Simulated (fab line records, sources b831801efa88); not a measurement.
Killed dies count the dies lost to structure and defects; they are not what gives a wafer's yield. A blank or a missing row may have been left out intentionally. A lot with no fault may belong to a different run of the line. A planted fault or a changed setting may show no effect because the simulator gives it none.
fab line records    flow sky130
record: lots: 7  wafers: 21  last-day: 50
route steps=708 shown PWDE@53 NWELL@56 PAD_OPEN@708
lots untouched by any fault: they come from a run of this same line in which no faults occurred
start-h: hours from the record's first day to the start of the lot's first wafer shown    wait-h: hours from the lot's prior step to this one    " repeats the value in the row above    L1.1+2: one row covering several wafers at once    - no value, or no start given    * or withheld: withheld    < > ~ a bound
route shown NAME@n: a module of which the file shows steps, and the number in the route of the first    usual: mean and standard deviation over wafers with no fault    same: alike in all rows    chamber/n: place in a boat    sites: readings site by site    _std_site: the standard deviation of these    _edge_site: mean of outer sites minus mean of inner sites    radius-mm: how far each site lies from the wafer's centre    mask NAME#n: copy n    behind: the last tool/chamber to shape the wafer    hold: cause of the lot's hold/its duration in hours/its outcome    device: the transistor (n, p or np) that didn't switch    end of line: tests run on the same wafers once the route is complete    for a step that has no rows: nothing shown but its recipe    killed: the dies lost at the first sort to structure and to defects; this is not the yield of the wafer    map: dies across one wafer; x = killed, . = not, _ = none there
set.NAME: the run value of the setting; set.NAME@STEP: its run value at that earlier step    model.NAME: the simulator's own value behind a step, which no gauge read
lots at selected steps of the route; one table per step, one row per wafer
services: when a tool's chamber went out of use (start-h, in hours from the record's first day, below 0 if earlier), for how many hours, and the reason
== steps ==
step: SKY_PWDE_IMPLANT_08
recipe: species: B  energy-kev: 150  dose-cm2: 3.6e+12  tilt-deg: withheld
step: SKY_PWDE_STRIP_09
recipe: chemistry: O2/N2  power-w: 1400  pressure-mtorr: 1500  platen-temp-c: withheld  o2-flow-sccm: 3000  n2-flow-sccm: 300  overash-fraction: 0.5
usual: drypump-motor-current-A: 5.5/0.34  oes-product-au: 0.723/0.0046  strip-time-to-endpoint-s: 36.92/0.11
lot.wafer  tool             chamber  start-h  wait-h  drypump-motor-current-A  oes-product-au  rf-hours-counter-h  strip-time-to-endpoint-s
L825.2     plasma-asher-04  0        84.57    0.1     5.0                      0.729           28                  36.99
L825.3     "                0        "        "       5.0                      0.725           -                   37.01
L825.5     "                0        "        "       5.0                      0.727           -                   36.93
L827.2     plasma-asher-02  0        96.17    0.1     5.5                      0.728           42                  37.01
L827.4     "                1        "        "       5.6                      0.728           -                   37.04
L827.5     "                0        "        "       5.5                      0.723           -                   36.98
L834.3     plasma-asher-04  1        136.96   0.1     5.4                      0.720           -                   36.98
L834.4     "                0        "        "       5.0                      0.734           -                   36.89
L834.5     "                1        "        "       5.5                      0.726           -                   36.82
L835.1     plasma-asher-04  0        141.12   0.1     5.0                      0.723           35                  36.70
L835.2     "                1        "        "       5.4                      0.721           35                  36.69
L835.5     "                1        "        "       5.4                      0.730           -                   36.72
L836.1     plasma-asher-02  1        145.77   0.1     5.6                      0.728           48                  36.90
L836.4     "                1        "        "       5.6                      0.730           -                   36.93
L836.6     "                1        "        "       5.6                      0.715           -                   36.92
L842.2     plasma-asher-04  1        181.07   0.1     5.4                      0.720           39                  36.75
L842.3     "                0        "        "       5.0                      0.726           -                   36.82
L842.5     "                1        "        "       5.4                      0.721           -                   36.78
L843.2     plasma-asher-04  0        185.38   0.1     5.0                      0.717           39                  36.91
L843.3     "                0        "        "       5.0                      0.724           -                   36.84
L843.5     "                1        "        "       5.4                      0.731           -                   36.89
step: SKY_PWDE_TW_MEAS_10
usual: PWDE_TW: 372/3.7
lot.wafer  tool           chamber  start-h  wait-h  PWDE_TW
L825.2     film-metro-04  -        84.68    0.1     376
L825.3     "              -        "        "       377
L825.5     "              -        "        "       376
L827.2     film-metro-03  -        96.28    0.1     371
L827.4     "              -        "        "       372
L827.5     "              -        "        "       370
L834.3     film-metro-04  -        137.05   0.1     375
L834.4     "              -        "        "       375
L834.5     "              -        "        "       375
L835.1     film-metro-03  -        141.22   0.1     372
L835.2     "              -        "        "       375
L835.5     "              -        "        "       375
L836.1     film-metro-03  -        145.87   0.1     371
L836.4     "              -        "        "       371
L836.6     "              -        "        "       372
L842.2     film-metro-02  -        181.18   0.1     367
L842.3     "              -        "        "       367
L842.5     "              -        "        "       367
L843.2     film-metro-04  -        185.49   0.1     375
L843.3     "              -        "        "       374
L843.5     "              -        "        "       373
step: SKY_NWELL_DEHYDRATE_03
recipe: temp-c: 200  time-s: 60
step: SKY_NWELL_HMDS_04
recipe: prime-time-s: 60  prime-temp-c: 120
step: SKY_NWELL_COAT_05
recipe: spin-rpm: 2000  resist-thk-nm: 3000
step: SKY_NWELL_SOFTBAKE_06
recipe: temp-c: 110  time-s: withheld
step: SKY_NWELL_EXPOSE_07
recipe: mask-id: NWM  na: 0.6  source-shape: conventional  sigma-outer: 0.6  polarization: unpolarized  target-cd-nm: 840  dose-mj: 260.1
step: SKY_NWELL_PEB_08
recipe: temp-c: 115  time-s: withheld
step: SKY_NWELL_DEVELOP_09
recipe: wall-angle-deg: 90  developer: TMAH  develop-time-s: 60  dev-temp-c: 23
step: SKY_NWELL_OVL_MEAS_10
usual: NWELL_00_OVL: 0.0/1.4
lot.wafer  tool        chamber  start-h  wait-h  NWELL_00_OVL[nm]
L825.2     overlay-02  -        101.24   -       -2.1
L825.3     "           -        "        "       0.5
L825.5     "           -        "        "       -1.8
L827.2     overlay-01  -        113.98   -       -1.6
L827.4     "           -        "        "       0.8
L827.5     "           -        "        "       -1.1
L834.3     overlay-01  -        156.41   -       1.0
L834.4     "           -        "        "       0.5
L834.5     "           -        "        "       5.2
L835.1     overlay-02  -        160.89   -       1.0
L835.2     "           -        "        "       1.9
L835.5     "           -        "        "       2.0
L836.1     overlay-01  -        165.92   -       1.8
L836.4     "           -        "        "       0.6
L836.6     "           -        "        "       0.0
L842.2     overlay-02  -        202.05   -       -1.7
L842.3     "           -        "        "       -0.1
L842.5     "           -        "        "       0.7
L843.2     overlay-01  -        208.33   -       -0.7
L843.3     "           -        "        "       -0.5
L843.5     "           -        "        "       -0.8
step: SKY_NWELL_IMPLANT_11
recipe: species: P  energy-kev: 400  dose-cm2: 1.9e+13  tilt-deg: withheld
step: SKY_NWELL_IMPLANT_12
recipe: species: P  energy-kev: 120  dose-cm2: 1.3e+12  tilt-deg: withheld
usual: beam-energy-keV: 120.00/0.034  end-station-pressure-torr: 5.01e-06/2.8e-07
lot.wafer  tool          chamber  start-h  wait-h  beam-energy-keV  end-station-pressure-torr  model.implant.rp-nm
L825.2     implanter-02  0        101.45   0.1     120.04           4.98e-06                   144.5
L825.3     "             0        "        "       120.00           5.52e-06                   144.5
L825.5     "             0        "        "       120.03           4.98e-06                   144.5
L827.2     implanter-02  0        114.18   0.1     120.00           4.83e-06                   149.9
L827.4     "             0        "        "       119.94           4.84e-06                   149.9
L827.5     "             0        "        "       119.97           4.53e-06                   149.9
L834.3     implanter-04  0        156.65   0.1     141.08           5.03e-06                   171
L834.4     "             0        "        "       141.06           4.37e-06                   171
L834.5     "             0        "        "       141.11           4.91e-06                   171
L835.1     implanter-04  0        161.08   0.1     141.10           5.11e-06                   178.9
L835.2     "             0        "        "       141.11           4.86e-06                   178.9
L835.5     "             0        "        "       141.15           5.29e-06                   178.9
L836.1     implanter-04  0        166.11   0.1     141.15           5.37e-06                   178.3
L836.4     "             0        "        "       141.16           5e-06                      178.3
L836.6     "             0        "        "       141.11           5.26e-06                   178.3
L842.2     implanter-02  0        202.25   0.1     119.99           5.03e-06                   148.3
L842.3     "             0        "        "       120.00           4.93e-06                   148.3
L842.5     "             0        "        "       120.01           5.02e-06                   148.3
L843.2     implanter-02  0        208.53   0.1     120.06           4.92e-06                   151.8
L843.3     "             0        "        "       120.09           5.24e-06                   151.8
L843.5     "             0        "        "       120.05           4.85e-06                   151.8
step: SKY_NWELL_IMPLANT_13
recipe: species: P  energy-kev: 50  dose-cm2: 7e+11  tilt-deg: withheld
step: SKY_PAD_OPEN_PROBE_99
usual: killed_at_M0_to_M3: 43/7.3  killed_at_M4_up: 3.1/1.8  killed-at-contacts: 24/5.4  killed-at-front-end: 15/4.1  killed-at-other: 0.2/0.52  killed-dies: 86/10  killed-on-rim: 17/4.1  killed-open: 47/7.3  killed-short: 39/6.4
same: gross-dies: 492  killed-at-back-side: 0
lot.wafer  tool       chamber  start-h  wait-h  killed_at_M0_to_M3  killed_at_M4_up  killed-at-contacts  killed-at-front-end  killed-at-other  killed-dies  killed-on-rim  killed-open  killed-short  model.etest.pfet-g5v0d10v5.r-on-ohm-um  model.etest.pfet_01v8_lvt.drive-ua-um  model.etest.pfet-g5v0d10v5.off-log10-a-um  model.etest.pfet_01v8_lvt.off-log10-a-um  model.etest.pfet-g5v0d10v5.vt-sat-v  model.etest.pfet_16v.vt-v  model.etest.pfet-g5v0d10v5.vt-v  model.etest.pfet-g5v0d10v5.vt-long-v
L825.2     prober-02  -        1092.16  0.1     52                  2                23                  11                   0                88           19             51           37            4877                                    175.8                                  -12.56                                     -8.924                                    -0.6396                              -1.105                     -0.8357                          -0.9312
L825.3     prober-02  -        1092.21  0.2     35                  7                24                  17                   0                83           18             47           36            4816                                    176.4                                  -12.51                                     -9.171                                    -0.6128                              -1.107                     -0.8046                          -0.9339
L825.5     prober-02  -        1092.31  0.2     53                  6                28                  22                   0                109          27             62           47            4881                                    171.9                                  -12.56                                     -8.927                                    -0.6585                              -1.106                     -0.8502                          -0.9298
L827.2     prober-02  -        1104.36  0.1     43                  7                24                  21                   0                95           18             55           39            4725                                    173.5                                  -12.52                                     -8.979                                    -0.6377                              -1.097                     -0.8276                          -0.9262
L827.4     prober-02  -        1104.46  0.2     44                  5                16                  18                   1                84           13             45           39            4692                                    174.8                                  -12.27                                     -8.884                                    -0.629                               -1.1                       -0.8188                          -0.9328
L827.5     prober-02  -        1104.51  0.2     31                  1                24                  15                   0                71           9              37           34            4771                                    176.2                                  -12.67                                     -8.893                                    -0.6444                              -1.107                     -0.8357                          -0.9303
L834.3     prober-01  -        1147.72  0.2     50                  3                21                  15                   0                89           19             41           48            4574                                    183.6                                  -11.53                                     -8.03                                     -0.5422                              -1.009                     -0.7586                          -0.8549
L834.4     prober-01  -        1147.77  0.2     53                  7                22                  14                   0                96           20             50           46            4617                                    183.6                                  -11.54                                     -7.995                                    -0.5423                              -1.01                      -0.7527                          -0.8525
L834.5     prober-01  -        1147.82  0.2     55                  4                27                  7                    0                93           23             44           49            4604                                    183.6                                  -11.38                                     -8.01                                     -0.5371                              -1.005                     -0.7562                          -0.8496
L835.1     prober-02  -        1151.97  0.1     41                  3                24                  15                   0                83           18             50           33            4648                                    184                                    -11.51                                     -8.051                                    -0.5383                              -1.002                     -0.749                           -0.8447
L835.2     prober-02  -        1152.02  0.1     30                  2                20                  18                   0                70           20             30           40            4538                                    183.9                                  -10.81                                     -8.23                                     -0.4867                              -1.002                     -0.6978                          -0.8424
L835.5     prober-02  -        1152.17  0.2     51                  5                15                  12                   0                83           18             34           49            4617                                    183.7                                  -11.59                                     -7.916                                    -0.5464                              -1                         -0.7494                          -0.8435
L836.1     prober-01  -        1157.40  0.1     44                  3                23                  19                   0                89           19             45           43            4595                                    183                                    -11.44                                     -7.793                                    -0.5409                              -0.995                     -0.7553                          -0.8398
L836.4     prober-01  -        1157.55  0.2     39                  1                23                  15                   0                78           15             42           36            4593                                    182.3                                  -10.86                                     -7.821                                    -0.5059                              -0.9879                    -0.7242                          -0.8351
L836.6     prober-01  -        1157.65  0.2     39                  3                29                  32                   0                103          27             51           51            4626                                    183.4                                  -11.36                                     -7.84                                     -0.5255                              -0.993                     -0.7405                          -0.84
L842.2     prober-01  -        1185.18  0.1     40                  0                19                  14                   0                73           15             40           33            4801                                    172.9                                  -12.7                                      -9.001                                    -0.65                                -1.114                     -0.8393                          -0.9421
L842.3     prober-01  -        1185.23  0.2     51                  4                30                  11                   0                96           16             57           39            4884                                    169.9                                  -12.76                                     -8.855                                    -0.6651                              -1.13                      -0.8539                          -0.9521
L842.5     prober-01  -        1185.33  0.2     45                  4                22                  13                   0                84           11             40           44            4896                                    172.1                                  -13.06                                     -8.909                                    -0.7034                              -1.131                     -0.8861                          -0.9497
L843.2     prober-02  -        1190.68  0.1     34                  7                24                  21                   0                86           22             53           33            4777                                    173.8                                  -12.44                                     -8.879                                    -0.6222                              -1.08                      -0.8111                          -0.9078
L843.3     prober-02  -        1190.73  0.2     51                  7                27                  14                   0                99           27             51           48            4696                                    174.6                                  -12.2                                      -8.923                                    -0.6013                              -1.079                     -0.7918                          -0.9096
L843.5     prober-02  -        1190.83  0.2     39                  7                32                  21                   0                99           18             46           53            4743                                    173.9                                  -12.46                                     -8.944                                    -0.6293                              -1.09                      -0.8172                          -0.9225
killed by level:class
L825.2 VIA1:geometric-particle:open=15 VIA3:geometric-particle:open=10 CONTACT:geometric-particle:open=9 LI_CONTACT:geometric-particle:open=7 VIA1:geometric-particle:short=6 METAL1:geometric-particle:short=4 VIA2:geometric-particle:open=4 VIA3:geometric-particle:short=4
L825.3 LI_CONTACT:geometric-particle:open=12 VIA1:geometric-particle:open=9 FIELD_ISO:geometric-particle:short=5 CONTACT:geometric-particle:short=5 VIA1:geometric-particle:short=5 VIA2:geometric-particle:short=5 POLY_GATE:geometric-particle:short=4 CONTACT:geometric-particle:open=4
L825.5 VIA1:geometric-particle:open=12 LI_CONTACT:geometric-particle:open=11 VIA2:geometric-particle:open=8 FIELD_ISO:geometric-particle:open=7 VIA3:geometric-particle:open=7 CONTACT:geometric-particle:open=7 LI_CONTACT:geometric-particle:short=5 POLY_GATE:geometric-particle:short=5
L827.2 VIA1:geometric-particle:open=12 LI_CONTACT:geometric-particle:open=9 CONTACT:geometric-particle:open=9 FIELD_ISO:geometric-particle:open=8 METAL2:geometric-particle:short=8 VIA3:geometric-particle:open=6 METAL4:geometric-particle:short=5 FIELD_ISO:geometric-particle:short=4
L827.4 VIA1:geometric-particle:open=13 VIA3:geometric-particle:open=8 METAL1:geometric-particle:short=6 CONTACT:geometric-particle:open=6 FIELD_ISO:geometric-particle:short=5 LI_CONTACT:geometric-particle:open=4 VIA1:geometric-particle:short=4 VIA2:geometric-particle:open=4
L827.5 CONTACT:geometric-particle:open=11 LI_CONTACT:geometric-particle:open=7 VIA1:geometric-particle:open=7 METAL2:geometric-particle:short=6 POLY_GATE:geometric-particle:open=4 METAL3:geometric-particle:short=4 METAL1:geometric-particle:short=4 FIELD_ISO:geometric-particle:open=3
L834.3 VIA1:geometric-particle:open=13 METAL1:geometric-particle:short=7 VIA2:geometric-particle:open=7 VIA2:geometric-particle:short=6 FIELD_ISO:geometric-particle:short=5 LOCAL_INTERCONNECT:geometric-particle:short=5 CONTACT:geometric-particle:open=5 FIELD_ISO:geometric-particle:open=4
L834.4 VIA1:geometric-particle:open=14 CONTACT:geometric-particle:open=10 METAL4:geometric-particle:short=7 LI_CONTACT:geometric-particle:open=6 METAL1:geometric-particle:short=6 VIA1:geometric-particle:short=6 METAL2:geometric-particle:short=6 VIA2:geometric-particle:open=4
L834.5 VIA1:geometric-particle:open=15 CONTACT:geometric-particle:open=9 METAL1:geometric-particle:short=9 METAL2:geometric-particle:short=9 LI_CONTACT:geometric-particle:short=6 LI_CONTACT:geometric-particle:open=6 METAL3:geometric-particle:short=5 CONTACT:geometric-particle:short=4
L835.1 VIA3:geometric-particle:open=12 CONTACT:geometric-particle:open=9 VIA2:geometric-particle:open=8 LI_CONTACT:geometric-particle:open=7 FIELD_ISO:geometric-particle:open=6 VIA1:geometric-particle:short=5 METAL2:geometric-particle:short=4 LI_CONTACT:geometric-particle:short=3
L835.2 CONTACT:geometric-particle:short=7 FIELD_ISO:geometric-particle:short=6 VIA1:geometric-particle:open=6 LOCAL_INTERCONNECT:geometric-particle:short=6 VIA3:geometric-particle:open=5 POLY_GATE:geometric-particle:open=4 CONTACT:geometric-particle:open=4 VIA1:geometric-particle:short=4
L835.5 VIA2:geometric-particle:open=7 VIA3:geometric-particle:open=7 VIA3:geometric-particle:short=7 CONTACT:geometric-particle:open=6 METAL1:geometric-particle:short=6 VIA1:geometric-particle:short=6 METAL4:geometric-particle:short=5 METAL2:geometric-particle:short=5
L836.1 LI_CONTACT:geometric-particle:open=8 VIA2:geometric-particle:open=8 METAL1:geometric-particle:short=7 FIELD_ISO:geometric-particle:open=6 VIA1:geometric-particle:open=6 VIA1:geometric-particle:short=5 POLY_GATE:geometric-particle:open=5 CONTACT:geometric-particle:short=5
L836.4 CONTACT:geometric-particle:open=12 METAL1:geometric-particle:short=8 VIA1:geometric-particle:open=7 LI_CONTACT:geometric-particle:open=6 VIA2:geometric-particle:open=6 FIELD_ISO:geometric-particle:open=5 METAL2:geometric-particle:short=5 VIA3:geometric-particle:open=4
L836.6 FIELD_ISO:geometric-particle:short=13 FIELD_ISO:geometric-particle:open=9 LI_CONTACT:geometric-particle:open=9 CONTACT:geometric-particle:open=8 CONTACT:geometric-particle:short=7 VIA1:geometric-particle:open=7 VIA3:geometric-particle:open=6 VIA1:geometric-particle:short=5
L842.2 VIA2:geometric-particle:open=11 VIA1:geometric-particle:open=10 FIELD_ISO:geometric-particle:open=6 LI_CONTACT:geometric-particle:open=5 LOCAL_INTERCONNECT:geometric-particle:short=5 VIA1:geometric-particle:short=5 METAL2:geometric-particle:short=5 METAL1:geometric-particle:short=4
L842.3 VIA3:geometric-particle:open=14 CONTACT:geometric-particle:open=11 LI_CONTACT:geometric-particle:open=8 VIA1:geometric-particle:open=8 VIA2:geometric-particle:open=8 METAL2:geometric-particle:short=7 CONTACT:geometric-particle:short=4 LOCAL_INTERCONNECT:geometric-particle:short=4
L842.5 METAL1:geometric-particle:short=8 METAL2:geometric-particle:short=8 LI_CONTACT:geometric-particle:open=7 VIA1:geometric-particle:open=7 VIA2:geometric-particle:open=6 CONTACT:geometric-particle:open=5 CONTACT:geometric-particle:short=5 FIELD_ISO:geometric-particle:short=4
L843.2 VIA1:geometric-particle:open=12 LI_CONTACT:geometric-particle:open=11 VIA3:geometric-particle:open=7 FIELD_ISO:geometric-particle:open=6 CONTACT:geometric-particle:open=6 METAL1:geometric-particle:short=6 FIELD_ISO:geometric-particle:short=3 METAL4:geometric-particle:short=3
L843.3 VIA1:geometric-particle:open=16 CONTACT:geometric-particle:open=10 METAL1:geometric-particle:short=8 POLY_GATE:geometric-particle:short=6 LI_CONTACT:geometric-particle:open=6 VIA3:geometric-particle:open=6 VIA1:geometric-particle:short=6 POLY_GATE:geometric-particle:open=5
L843.5 CONTACT:geometric-particle:open=13 CONTACT:geometric-particle:short=8 VIA1:geometric-particle:open=7 METAL4:geometric-particle:short=6 LOCAL_INTERCONNECT:geometric-particle:short=6 VIA3:geometric-particle:open=6 METAL2:geometric-particle:short=5 VIA1:geometric-particle:short=5
== services ==
tool             chamber  start-h  hours  kind
plasma-asher-04  -        74.60    2.3    repair
implanter-04     -        109.16   4.5    pm
implanter-02     -        149.04   1.9    repair
plasma-asher-02  -        153.01   2.8    pm
implanter-02     -        155.78   9.3    repair
plasma-asher-02  -        166.44   1.6    repair
implanter-04     -        184.97   1.8    pm
plasma-asher-04  -        193.66   5.1    repair
== key ==
first-sign: step: SKY_NWELL_IMPLANT_12  reading: beam-energy-keV  direction: up  sigmas: 99+  usual: *  struck: *
effect none on later readings
model-effect: step: SKY_NWELL_IMPLANT_12  value: implant.rp-nm  without: 148.8  struck: 176.1
model-effect: step: SKY_PAD_OPEN_PROBE_99  value: etest.pfet-g5v0d10v5.r-on-ohm-um  without: 4713  struck: 4601
met-at SKY_NWELL_IMPLANT_12
struck-wafers L834.3,L834.4,L834.5,L835.1,L835.2,L835.5,L836.1,L836.4,L836.6
tester-left-out L834,L835,L836
fault: kind: process-parameter-drift  tool: implanter-04  chamber: -  onset-h: 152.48  steps: SKY_NWELL_IMPLANT_12  channel: energy-kev  offset: *  shape: step  end-h: 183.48  acts-in: *  stated: *
tester-left-out: of these lots the tester's yield and bins aren't shown, on N5 and GAA mostly nor the transistor test; their killed dies are dies lost to structure and defects alone, not to doping, threshold or leakage, so they don't give the yield
